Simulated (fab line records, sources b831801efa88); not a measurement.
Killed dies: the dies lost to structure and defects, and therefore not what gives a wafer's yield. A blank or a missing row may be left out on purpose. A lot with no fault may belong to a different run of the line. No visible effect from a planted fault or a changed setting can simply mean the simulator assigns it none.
Matching of chambers	flow sfqLine	SFQ_TRILAYER_I3_CMP_CMP_082 on cmp-01: 4 sister chambers
The step polishes SiO2. 4 wafers are shown with their chamber, then 9 later ones without.

WAFERS, EACH WITH ITS CHAMBER
wafer	chamber	motorCurrentA (A)
L803.5	2	9.9
L805.1	1	12.6
L805.2	3	11.9
L805.3	0	11.3

WAFERS WITHOUT THEIR CHAMBER
wafer	motorCurrentA (A)
L806.1	9.5
L806.5	9.2
L806.6	11.8
L808.1	12.3
L808.2	11.4
L808.5	11.5
L810.3	9.8
L810.2	11.3
L810.4	11.9

WHICH CHAMBER EACH ONE RAN IN
wafer	from the rows above	in truth
L806.1	2	2
L806.5	2	2
L806.6	can't be placed: 3 or 0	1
L808.1	can't be placed: 1 or 3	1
L808.2	can't be placed: 0 or 3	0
L808.5	can't be placed: 0 or 3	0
L810.3	2	2
L810.2	can't be placed: 0 or 3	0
L810.4	can't be placed: 3 or 0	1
3 of 9 placed correctly. Cannot be placed on the basis of these rows: 6; the candidates contain the true chamber in 4. Wrongly placed: 0.
How it was worked out, from the rows above alone: a wafer's distance from a chamber is the root of the sum, over the readings, of the square of ((its reading less the chamber's mean) divided by the reading's scatter). The wafer belongs to the nearest chamber; if the next one is less than 2 further off, it can't be placed. The mean given for a chamber averages the wafers shown for that chamber. The scatter: root of mean squared gap, hidden wafer to nearest shown wafer, with one shown wafer a chamber.
